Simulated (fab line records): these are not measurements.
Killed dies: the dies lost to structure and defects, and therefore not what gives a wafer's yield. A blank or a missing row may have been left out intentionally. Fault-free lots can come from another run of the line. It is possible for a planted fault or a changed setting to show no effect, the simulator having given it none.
fab line records | flow sfq-line
[record] lots = 7 wafers = 21 last-day = 85
route steps=325 shown M7@288 I7@296
lots untouched by any fault: they come from a run of this same line in which no faults occurred
start-h: the number of hours between the record's first day and the start of the first shown wafer of the lot | wait-h: hours since the lot's step before | " identical to the entry in the row above | L1.1+2: one row covering several wafers at once | - either no value or no given start | * or withheld: withheld | < > ~ a bound
route shown NAME@n: a module of which the file shows steps, and the number in the route of the first | usual: the fault-free wafers' mean and standard deviation | same: alike in all rows | chamber/n: place in a boat | sites: the reading at each site | _std_site: standard deviation across them | _edge_site: the outer-site mean with the inner-site mean subtracted | radius-mm: for every site, how far away it sits from the centre of the wafer | mask NAME#n: copy n | behind: the tool/chamber that last shaped the wafer | hold: reason for holding the lot/hours on hold/outcome of the hold | device: which transistor (n, p or np) failed to switch | end of line: the tests these same wafers got at the end of their route | step lacking rows: just its recipe | killed: dies that structure and defects cost at the first sort, which is not the same as the wafer's yield | map: shows each die of a wafer: x if killed, . if not, _ if none is there
set.NAME: setting as actually run; set.NAME@STEP: the setting as run at that earlier step | model.NAME: the simulator's own value behind a step, which no gauge read
a table for each step, a row for each wafer; lots at some steps of the route
services: a tool's chamber out of use, with start hour (start-h, from the record's first day; less than 0 if before it), hours out, and reason
[[steps]]
[step SFQ_TRILAYER_M7_LITHO_EXPOSE_178]
[recipe] mask-id = M7 na = 0.6 source-shape = conventional sigma-outer = 0.65 target-cd-nm = 500 dose-mj = 14.4
[step SFQ_TRILAYER_M7_LITHO_PEB_180]
[recipe] peb-temp-c = 115 peb-time-s = 60 resist = KrF
[step SFQ_TRILAYER_M7_LITHO_DEVELOP_179]
[recipe] time-s = 60 resist = KrF
[step SFQ_M7_OVL_MEAS_945]
[usual] M7_OVL = 1/6.4
// columns lot.wafer tool chamber start-h wait-h M7_OVL[nm]
L452.2 overlay-02 - 1679.46 0.1 -3
L452.3 " - " " -3
L452.4 " - " " -3
L456.2 overlay-02 - 1829.53 0.1 10
L456.3 " - " " 13
L456.4 " - " " 10
L459.1 overlay-02 - 1905.84 0.1 7
L459.3 " - " " 9
L459.5 " - " " 2
L460.1 overlay-01 - 1910.55 0.1 -4
L460.2 " - " " -4
L460.6 " - " " 3
L461.1 overlay-02 - 1912.35 0.1 -5
L461.2 " - " " 5
L461.4 " - " " 9
L466.2 overlay-02 - 1941.45 0.1 -8
L466.3 " - " " 1
L466.4 " - " " -9
L469.2 overlay-02 - 1957.48 0.1 -6
L469.5 " - " " -3
L469.6 " - " " -3
[step SFQ_TRILAYER_M7_BARC_OPEN_METAL_ETCH_229]
[recipe] mask-material = PR chemistry = O2 target-depth-nm = 125 target = BARC icp-w = 600 bias-w = 80 pressure-mtorr = 10 time-s = 41.7
[step SFQ_TRILAYER_M7_ETCH_METAL_ETCH_180]
[recipe] target = Nb stop-on = SiO2 mask-material = PR chemistry = Cl2/Ar target-depth-nm = 240 icp-w = 600 bias-w = 80 pressure-mtorr = 10 time-s = 120
[usual] drypump-motor-current-A = 5.8/0.37 oes-product-au = 0.895/0.0081
// columns lot.wafer tool chamber start-h wait-h drypump-motor-current-A oes-product-au rf-hours-counter-h
L452.2 rie-metal-02 1 1679.66 0.1 5.7 0.889 -
L452.3 " 1 " " 5.8 0.898 -
L452.4 " 1 " " 5.7 0.901 -
L456.2 rie-metal-04 0 1829.61 0.0 5.0 0.891 41
L456.3 " 0 " " 5.0 0.890 -
L456.4 " 1 " " 5.8 0.894 -
L459.1 rie-metal-01 1 1905.94 0.0 6.3 0.898 115
L459.3 " 1 " " 6.3 0.906 -
L459.5 " 1 " " 6.3 0.905 -
L460.1 rie-metal-04 0 1910.65 0.0 5.0 0.878 51
L460.2 " 1 " " 5.8 0.902 121
L460.6 " 1 " " 5.8 0.893 -
L461.1 rie-metal-01 1 1912.45 0.0 6.3 0.894 117
L461.2 " 0 " " 6.1 0.903 76
L461.4 " 0 " " 6.1 0.888 -
L466.2 rie-metal-02 0 1941.54 0.0 5.7 0.884 3
L466.3 " 0 " " 5.6 0.883 -
L466.4 " 1 " " 5.7 0.905 -
L469.2 rie-metal-02 1 1957.57 0.0 5.8 0.902 69
L469.5 " 0 " " 5.6 0.888 -
L469.6 " 1 " " 5.8 0.908 -
[step SFQ_TRILAYER_M7_STRIP_STRIP_181]
[recipe] gas = O2 power-w = 200 platen-temp-c = 40 overash-fraction = 0.65 chemistry = O2 pressure-mtorr = 50
[usual] drypump-motor-current-A = 5.8/0.37 oes-product-au = 1.002/0.016
[same] overash-fraction = 0.65
// columns lot.wafer tool chamber start-h wait-h drypump-motor-current-A oes-product-au rf-hours-counter-h
L452.2 rie-metal-02 1 1680.06 0.4 5.8 0.994 -
L452.3 " 1 " " 5.8 0.985 -
L452.4 " 1 " " 5.8 0.985 -
L456.2 rie-metal-04 0 1829.74 0.1 5.0 0.997 41
L456.3 " 0 " " 5.0 0.993 -
L456.4 " 1 " " 5.8 1.021 -
L459.1 rie-metal-01 1 1906.06 0.1 6.3 0.999 116
L459.3 " 1 " " 6.3 1.000 -
L459.5 " 1 " " 6.3 0.999 -
L460.1 rie-metal-04 0 1910.78 0.1 5.0 0.986 51
L460.2 " 1 " " 5.8 1.001 121
L460.6 " 1 " " 5.8 0.995 -
L461.1 rie-metal-01 1 1912.58 0.1 6.3 1.009 117
L461.2 " 0 " " 6.1 1.025 76
L461.4 " 0 " " 6.1 1.028 -
L466.2 rie-metal-02 0 1941.67 0.1 5.6 1.008 3
L466.3 " 0 " " 5.6 0.999 -
L466.4 " 1 " " 5.7 0.983 -
L469.2 rie-metal-02 1 1957.69 0.1 5.7 0.983 69
L469.5 " 0 " " 5.7 1.006 -
L469.6 " 1 " " 5.8 0.987 -
[step SFQ_TRILAYER_M7_STRIP_SOLV_CLEAN_182]
[recipe] chemistry = NMP temp-c = 70 time-s = 600
[step SFQ_TRILAYER_I7_DEP_PECVD_183]
[recipe] material = SiO2 temp-c = 150 time-s = 111.11 pressure-torr = 2.4 rf-w = 183.3 precursor = SiH4/N2O target-thk-nm = 500
[step SFQ_TRILAYER_I7_CMP_CMP_184]
[recipe] material = SiO2 down-force-psi = 3 platen-rpm = 60 pad-velocity-m-s = 0.94248
[usual] motor-current-A = 9.9/1.5 time-to-endpoint-s = 218/6.4
// columns lot.wafer tool chamber start-h wait-h motor-current-A time-to-endpoint-s
L452.3 cmp-01 1 1681.32 0.0 10.0 213
L452.2 " 3 1682.32 1.0 12.9 218
L452.4 " 0 " " 8.6 212
L456.3 cmp-02 3 1830.84 0.3 9.4 219
L456.4 " 1 1831.84 1.3 11.7 228
L456.2 " 2 " " 8.9 215
L459.3 cmp-01 3 1906.91 0.0 12.8 221
L459.1 " 1 1907.91 1.0 10.1 220
L459.5 " 0 1909.41 2.5 8.1 219
L460.2 cmp-01 0 1912.17 0.6 8.2 221
L460.1 " 1 " " 10.0 222
L460.6 " 0 1914.17 2.5 8.3 223
L461.2 cmp-01 1 1914.67 1.3 9.8 222
L461.4 " 2 " " 7.9 217
L461.1 " 0 1916.17 2.8 8.5 210
L466.2 cmp-02 2 1943.54 1.1 9.0 226
L466.4 " 3 " " 9.5 227
L466.3 " 1 1945.04 2.6 11.6 221
L469.2 cmp-02 0 1964.54 6.0 10.4 210
L469.6 " 0 1966.54 8.0 10.3 213
L469.5 " 1 " " 12.2 221
[step SFQ_I7_BOW_MEAS_946]
[recipe] mode = bow
[usual] I7_BOW = 3/12
// columns lot.wafer tool chamber start-h wait-h I7_BOW[um]
L452.2 film-metro-02 - 1684.34 1.5 -11
L452.3 " - " " 0
L452.4 " - " " -16
L456.2 film-metro-03 - 1833.86 1.0 -8
L456.3 " - " " -15
L456.4 " - " " -22
L459.1 film-metro-03 - 1909.91 1.5 6
L459.3 " - " " -15
L459.5 " - " " -7
L460.1 film-metro-02 - 1914.67 1.5 -11
L460.2 " - " " -4
L460.6 " - " " 4
L461.1 film-metro-03 - 1917.67 1.0 -8
L461.2 " - " " 5
L461.4 " - " " 6
L466.2 film-metro-03 - 1946.56 2.5 -2
L466.3 " - " " -8
L466.4 " - " " -9
L469.2 film-metro-03 - 1967.56 2.5 9
L469.5 " - " " 7
L469.6 " - " " 8
[step SFQ_TRILAYER_I7_METRO_MEASURE_185]
[usual] thk-nm = 200.8/1
// columns lot.wafer tool chamber start-h wait-h thk-nm
L452.2 film-metro-02 - 1684.64 0.3 202.4
L452.3 " - " " 200.8
L452.4 " - " " 200.4
L456.2 film-metro-03 - 1834.16 0.3 201.2
L456.3 " - " " 201.5
L456.4 " - " " 199.2
L459.1 film-metro-03 - 1910.03 0.1 200.8
L459.3 " - " " 202.1
L459.5 " - " " 200.6
L460.1 film-metro-02 - 1914.79 0.1 203.5
L460.2 " - " " 199.3
L460.6 " - " " 201.2
L461.1 film-metro-03 - 1917.79 0.1 200.4
L461.2 " - " " 202.5
L461.4 " - " " 201.0
L466.2 film-metro-03 - 1946.86 0.3 200.7
L466.3 " - " " 200.7
L466.4 " - " " 200.1
L469.2 film-metro-03 - 1967.86 0.3 199.7
L469.5 " - " " 200.4
L469.6 " - " " 201.3
[step SFQ_TRILAYER_I7_VIA_LITHO_COAT_192]
[recipe] resist = BARC spin-rpm = 3000 resist-thk-nm = 62
[usual] chill-plate-temp-C = 23.00/0.11
// columns lot.wafer tool chamber start-h wait-h chill-plate-temp-C model.BARC_of_TRILAYER_I7_VIA_LITHO_COAT_192.thk-nm
L452.2 litho-track-02 0 1685.69 0.8 23.12 61.91
L452.3 " 0 " " 23.14 62.07
L452.4 " 0 " " 23.00 62.08
L456.2 litho-track-03 0 1835.21 0.8 22.91 61.93
L456.3 " 0 " " 23.05 61.92
L456.4 " 0 " " 22.90 61.94
L459.1 litho-track-02 0 1911.23 1.0 22.91 60.9
L459.3 " 0 " " 22.92 60.81
L459.5 " 0 " " 22.93 60.91
L460.1 litho-track-02 0 1915.99 1.0 23.01 60.67
L460.2 " 0 " " 23.04 60.57
L460.6 " 0 " " 22.99 60.63
L461.1 litho-track-02 0 1918.99 1.0 23.06 61.07
L461.2 " 0 " " 23.04 60.74
L461.4 " 0 " " 23.10 60.78
L466.2 litho-track-04 0 1947.91 0.8 23.11 62.01
L466.3 " 0 " " 23.10 61.79
L466.4 " 0 " " 23.09 61.96
L469.2 litho-track-03 0 1968.91 0.8 23.05 61.8
L469.5 " 0 " " 23.01 61.85
L469.6 " 0 " " 23.00 61.8
[step SFQ_TRILAYER_I7_VIA_LITHO_COAT_187]
[recipe] resist = KrF spin-rpm = 3000 resist-thk-nm = 650
[step SFQ_TRILAYER_I7_VIA_LITHO_SOFTBAKE_191]
[recipe] temp-c = withheld time-s = withheld resist = KrF
[step SFQ_TRILAYER_I7_VIA_LITHO_EXPOSE_188]
[recipe] mask-id = I7 na = 0.6 source-shape = conventional sigma-outer = 0.65 target-cd-nm = 1000 dose-mj = 21.3
[step SFQ_TRILAYER_I7_VIA_LITHO_PEB_190]
[recipe] peb-temp-c = 115 peb-time-s = 60 resist = KrF
[step SFQ_TRILAYER_I7_VIA_LITHO_DEVELOP_189]
[recipe] time-s = 60 resist = KrF
[step SFQ_I7_OVL_MEAS_947]
[usual] I7_OVL = 1/6.5
// columns lot.wafer tool chamber start-h wait-h I7_OVL[nm]
L452.2 overlay-02 - 1780.33 0.1 3
L452.3 " - " " 0
L452.4 " - " " 9
L456.2 overlay-01 - 1919.07 0.1 9
L456.3 " - " " -1
L456.4 " - " " 9
L459.1 overlay-02 - 1999.91 0.1 0
L459.3 " - " " 1
L459.5 " - " " 4
L460.1 overlay-02 - 2002.31 0.1 9
L460.2 " - " " 6
L460.6 " - " " 11
L461.1 overlay-01 - 2004.71 0.1 -1
L461.2 " - " " 0
L461.4 " - " " -1
L466.2 overlay-01 - 2029.16 0.1 2
L466.3 " - " " 4
L466.4 " - " " 5
L469.2 overlay-01 - 2044.68 0.1 -1
L469.5 " - " " 1
L469.6 " - " " 1
[step SFQ_TRILAYER_I7_VIA_BARC_OPEN_VIA_ETCH_260]
[recipe] mask-material = PR chemistry = O2 target-depth-nm = 125 target = BARC source-w = 500 bias-w = 80 pressure-mtorr = 30 time-s = 41.7
[usual] drypump-motor-current-A = 5.6/0.3 oes-product-au = 0.686/0.0045
// columns lot.wafer tool chamber start-h wait-h drypump-motor-current-A oes-product-au rf-hours-counter-h model.etch.depth-nm
L452.2 rie-diel-04 0 1780.36 0.0 5.3 0.686 2 61.91
L452.3 " 2 " " 5.6 0.687 18 62.07
L452.4 " 2 " " 5.6 0.680 - 62.08
L456.2 rie-diel-04 3 1919.10 0.0 5.4 0.686 4 61.93
L456.3 " 0 " " 5.3 0.683 4 61.92
L456.4 " 2 " " 5.6 0.688 0 61.94
L459.1 rie-diel-01 3 1999.95 0.0 5.2 0.675 6 60.9
L459.3 " 2 " " 6.0 0.677 8 60.81
L459.5 " 2 " " 6.0 0.677 - 60.91
L460.1 rie-diel-04 3 2002.35 0.0 5.4 0.680 5 60.67
L460.2 " 0 " " 5.3 0.676 5 60.57
L460.6 " 3 " " 5.4 0.672 - 60.63
L461.1 rie-diel-02 0 2004.75 0.0 5.7 0.669 18 61.07
L461.2 " 3 " " 5.5 0.680 3 60.74
L461.4 " 1 " " 5.0 0.677 1 60.78
L466.2 rie-diel-04 1 2029.19 0.0 6.0 0.680 7 62.01
L466.3 " 2 " " 5.6 0.681 2 61.79
L466.4 " 3 " " 5.4 0.684 6 61.96
L469.2 rie-diel-04 2 2044.71 0.0 5.6 0.683 2 61.8
L469.5 " 3 " " 5.4 0.681 - 61.85
L469.6 " 2 " " 5.6 0.688 - 61.8
[step SFQ_TRILAYER_I7_VIA_ETCH_VIA_ETCH_190]
[recipe] target = SiO2 stop-on = Nb mask-material = PR taper-deg = 20 chemistry = CHF3 target-depth-nm = 260 source-w = 500 bias-w = 80 pressure-mtorr = 30 time-s = withheld
[usual] drypump-motor-current-A = 5.6/0.3 oes-product-au = 0.856/0.0052
// columns lot.wafer tool chamber start-h wait-h drypump-motor-current-A oes-product-au
L452.2 rie-diel-04 0 1780.40 0.0 5.3 0.857
L452.3 " 2 " " 5.6 0.851
L452.4 " 2 " " 5.6 0.852
L456.2 rie-diel-04 3 1919.14 0.0 5.4 0.866
L456.3 " 0 " " 5.3 0.857
L456.4 " 2 " " 5.6 0.849
L459.1 rie-diel-01 3 1999.99 0.0 5.2 0.853
L459.3 " 2 " " 6.0 0.856
L459.5 " 2 " " 6.0 0.855
L460.1 rie-diel-04 3 2002.39 0.0 5.4 0.851
L460.2 " 0 " " 5.3 0.854
L460.6 " 3 " " 5.4 0.851
L461.1 rie-diel-02 0 2004.79 0.0 5.7 0.859
L461.2 " 3 " " 5.5 0.859
L461.4 " 1 " " 5.0 0.854
L466.2 rie-diel-04 1 2029.22 0.0 6.0 0.864
L466.3 " 2 " " 5.6 0.858
L466.4 " 3 " " 5.4 0.850
L469.2 rie-diel-04 2 2044.75 0.0 5.6 0.849
L469.5 " 3 " " 5.4 0.853
L469.6 " 2 " " 5.6 0.853
[[services]]
// columns tool chamber start-h hours kind
rie-metal-02 0 1671.76 24.8 repair
rie-metal-01 - 1689.12 0.3 repair
rie-diel-04 3 1726.92 32.9 repair
film-metro-03 - 1729.18 0.3 pm
cmp-01 - 1740.89 2.8 repair
cmp-01 - 1744.44 5.4 pm
film-metro-03 - 1753.67 0.8 pm
rie-diel-04 1 1776.59 5.1 repair
rie-metal-04 1 1777.14 2.5 repair
rie-metal-04 0 1787.55 15.9 repair
film-metro-03 - 1792.52 0.9 pm
rie-diel-04 2 1793.52 6.5 repair
rie-metal-01 - 1795.53 2.8 pm
rie-diel-04 3 1849.04 14.0 repair
rie-metal-04 - 1895.26 4.0 pm
rie-diel-04 0 1896.11 1.3 repair
rie-metal-02 - 1900.98 2.8 pm
rie-metal-04 0 1914.14 24.2 repair
cmp-01 - 1934.54 4.0 pm
film-metro-03 - 1973.68 0.4 pm
film-metro-03 - 1998.67 0.8 pm
rie-diel-04 1 2008.34 16.7 repair
rie-diel-04 - 2013.14 1.5 repair
film-metro-03 - 2037.52 0.8 pm
[[key]]
first-sign none at tools or gauges
[model-effect] step = SFQ_TRILAYER_I7_VIA_LITHO_COAT_192 value = BARC_of_TRILAYER_I7_VIA_LITHO_COAT_192.thk-nm without = 62.15 struck = 60.79
[model-effect] step = SFQ_TRILAYER_I7_VIA_BARC_OPEN_VIA_ETCH_260 value = etch.depth-nm without = 62.15 struck = 60.79
met-at SFQ_TRILAYER_I7_VIA_LITHO_COAT_192
struck-wafers L459.1,L459.3,L459.5,L460.1,L460.2,L460.6,L461.1,L461.2,L461.4
onset-between 1685.69 1911.23
also-fits SFQ_TRILAYER_I7_CMP_CMP_184:cmp-01
[fault] kind = process-parameter-drift tool = litho-track-02 chamber = - onset-h = 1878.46 steps = SFQ_TRILAYER_I7_VIA_LITHO_COAT_192 channel = resist-thk-nm offset = -1.3594 shape = step end-h = 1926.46 acts-in = these-recipes-only stated = 62
